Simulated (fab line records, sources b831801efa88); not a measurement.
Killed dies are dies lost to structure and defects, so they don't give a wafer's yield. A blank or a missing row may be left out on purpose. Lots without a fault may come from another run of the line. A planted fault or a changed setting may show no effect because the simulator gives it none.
Problem report in the 8D (eight disciplines) form, filled by code | flow gf180mcu | the parts of the form that need people (team, actions taken, sign-off) are left out

1. THE PROBLEM
VT_IMPLANT_4_TW at GF_VT_IMPLANT_TW_MEAS_43 reads a mean of 670 on 6 wafers of 2 lots; wafers without a fault read 692 with a standard deviation of 3.7. That is -6.0 standard deviations from the usual mean.
First seen on wafer L127.1, day 9 16:02, on film_metro-03. The record holds 39 wafers of 13 lots with a number at this step. Rule for "out", or "out of limits": more than 4 standard deviations from the usual mean. The other wafers with a number count as sound.

2. WHAT IT IS AND WHAT IT IS NOT
question                    | is                           | is not
which readings at this step | VT_IMPLANT_4_TW              | -
which lots                  | L127, L130                   | L120, L121, L123, L128, L133, L134, L136, L138, L141, L142, L143
which wafers of those lots  | all that have a number       | -
read on which gauges        | film_metro-02, film_metro-03 | film_metro-04
when                        | from day 9 16:02             | up to then (9 sound wafers); but 24 sound wafers of L128, L133, L134, L136, L138, L141, L142, L143 came after

3. SUSPECTS, AND WHAT RULES EACH OUT
Counting: a tool at a process step up to the reading stays a suspect if it ran every lot that is out and no sound lot after the first of them.
- the gauge at GF_VT_IMPLANT_TW_MEAS_43: ruled out. The wafers that are out were read on 2 gauges (film_metro-02, film_metro-03).
- implanter-02 at GF_VT_IMPLANT_IMPLANT_41: ruled out as a lasting fault. Sound lots L143 ran on it after its first lot that is out, L127 (day 9 15:47).
Left after counting: nothing in the record.

4. THE CAUSE (what the simulator had put in)
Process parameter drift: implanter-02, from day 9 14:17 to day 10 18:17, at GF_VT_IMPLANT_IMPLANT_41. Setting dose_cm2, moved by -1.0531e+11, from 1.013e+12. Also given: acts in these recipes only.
Counting ruled it out, wrongly: the rule takes a fault to strike every lot that its tool runs from its start on, and this one did not.

5. THE CHAIN OF EFFECTS, in route order
Each row: a reading whose mean over the struck wafers that have a number lies more than 3 standard deviations from the usual. Only readings for which the record gives a usual standard deviation are gone through. hours: the time from each lot's start at the first step in this table that gives one to its start at this step, as a median over the lots. sigmas: the change in usual standard deviations.
hours | step                     | reading            | usual     | on struck wafers | change     | sigmas
0     | GF_VT_IMPLANT_IMPLANT_41 | dose_ions_cm2      | 1.013e+12 | 9.072e+11        | -1.058e+11 | -99 or more
0     | GF_VT_IMPLANT_IMPLANT_41 | faraday_current_uA | 5.71      | 5.12             | -0.59      | -5.4
0     | GF_VT_IMPLANT_TW_MEAS_43 | VT_IMPLANT_4_TW    | 692       | 670              | -22        | -6.0
The process steps in it:
- GF_VT_IMPLANT_IMPLANT_41

6. WHAT WOULD HAVE CAUGHT IT SOONER
In this record the first reading out of limits at a measuring or inspecting step was taken at day 9 16:02, 2 hours after the fault began at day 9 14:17.
The tool's own readings at GF_VT_IMPLANT_IMPLANT_41 were out on every struck wafer that the step has a row for (dose_ions_cm2, faraday_current_uA): an alarm limit on them would have fired on the first of those.
